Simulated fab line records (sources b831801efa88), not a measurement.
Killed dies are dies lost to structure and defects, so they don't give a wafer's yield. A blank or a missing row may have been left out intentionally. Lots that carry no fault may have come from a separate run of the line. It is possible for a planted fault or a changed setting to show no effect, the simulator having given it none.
Matching of chambers    flow sky130    SKY_CONTACT_ETCH_17 on rieDiel-03: 4 sister chambers
The step etches SiO2 in C4F8/O2/Ar, stops on Si3N4, target depth 340 nm. 8 wafers are shown with their chamber, then 9 later ones without.

EACH WAFER AND ITS CHAMBER
wafer   chamber  oesProductAu (a.u.)
L080.3  0        0.889
L081.2  2        0.896
L081.4  1        0.886
L085.4  2        0.890
L085.5  1        0.888
L087.1  3        0.883
L087.2  0        0.894
L087.5  3        0.888

WAFERS WHOSE CHAMBER IS MISSING
wafer   oesProductAu (a.u.)
L089.1  0.890
L089.2  0.890
L089.3  0.893
L089.4  0.886
L089.5  0.886
L089.6  0.896
L094.1  0.887
L094.2  0.897
L094.6  0.890

EACH ONE'S CHAMBER
wafer   from the rows above                in truth
L089.1  can't be placed: 0 or 1 or 2 or 3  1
L089.2  can't be placed: 0 or 1 or 2 or 3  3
L089.3  can't be placed: 2 or 0 or 1       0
L089.4  can't be placed: 3 or 1 or 0 or 2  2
L089.5  can't be placed: 3 or 1 or 0 or 2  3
L089.6  can't be placed: 2 or 0 or 1       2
L094.1  can't be placed: 1 or 3 or 0 or 2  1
L094.2  can't be placed: 2 or 0 or 1       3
L094.6  can't be placed: 0 or 1 or 2 or 3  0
Placed correctly: 0 of 9. Unplaceable from these rows: 9, with the true chamber sitting among the candidates in 8. Wrongly placed: 0.
How it was worked out, from the rows above alone: a wafer's distance from a chamber is the root of the sum, over the readings, of the square of ((its reading less the chamber's mean) divided by the reading's scatter). If the next closest chamber is less than 2 further off than the closest, the wafer can't be placed; otherwise it belongs to the closest. Each chamber's mean is taken over the wafers shown for it. The scatter: the root of (the sum of the squares of (reading less its chamber's mean) over the shown wafers, divided by (wafers less chambers)).
